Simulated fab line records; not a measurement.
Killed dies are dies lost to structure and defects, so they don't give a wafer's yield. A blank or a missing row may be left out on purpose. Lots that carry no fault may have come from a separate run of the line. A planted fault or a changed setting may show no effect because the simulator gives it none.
Which of the tools did it? -- flow gf180mcu -- 30 wafers sampled from 10 lots at 1 step of a route of 602

## WHAT THE GAUGES READ, wafer by wafer
GF_V5_THK_MEAS_03.
lot,measured,on,V5_CVD_02_THK (nm)
L522,day 26 10:29,film_metro-04,1427 1468 1473
L523,day 26 17:23,film_metro-04,1446 1448 1477
L524,day 26 19:47,film_metro-02,1478 1463 1483
L525,day 27 03:26,film_metro-04,1429 1447 1456
L527,day 28 12:28,film_metro-04,1450 1440 1456
L531,day 29 12:20,film_metro-04,1402 1437 1435
L533,day 29 16:07,film_metro-02,1411 1416 1450
L537,day 31 07:04,film_metro-03,1431 1406 1443
L543,day 32 19:14,film_metro-03,1409 1446 1443
L545,day 32 22:50,film_metro-04,1424 1446 1438

## EACH LOT AND THE TOOL THAT RAN IT (in order: tool; ch and the chambers of the sampled wafers; start)
Record: no process step prior to these readings.

## THE ANSWER, worked out from the rows above alone
Rule: the usual values come from the lots themselves. Put in order of their means at a reading, lots are off if they are a third of the lots or fewer, leave a main group of 4 or more, and stand apart from it by a gap of 3 or more times the standard deviation of the main group's means; of several such gaps the widest counts. Not used: any main group whose means are identical at the precision the tables above print for the reading. A lot without any number at a reading at which 4 lots or more have one is off too. The other lots that the step has rows for count as sound.
No lot is off on any of the readings shown, so nothing can be concluded from this.

## WHAT THE SIMULATOR PUT IN
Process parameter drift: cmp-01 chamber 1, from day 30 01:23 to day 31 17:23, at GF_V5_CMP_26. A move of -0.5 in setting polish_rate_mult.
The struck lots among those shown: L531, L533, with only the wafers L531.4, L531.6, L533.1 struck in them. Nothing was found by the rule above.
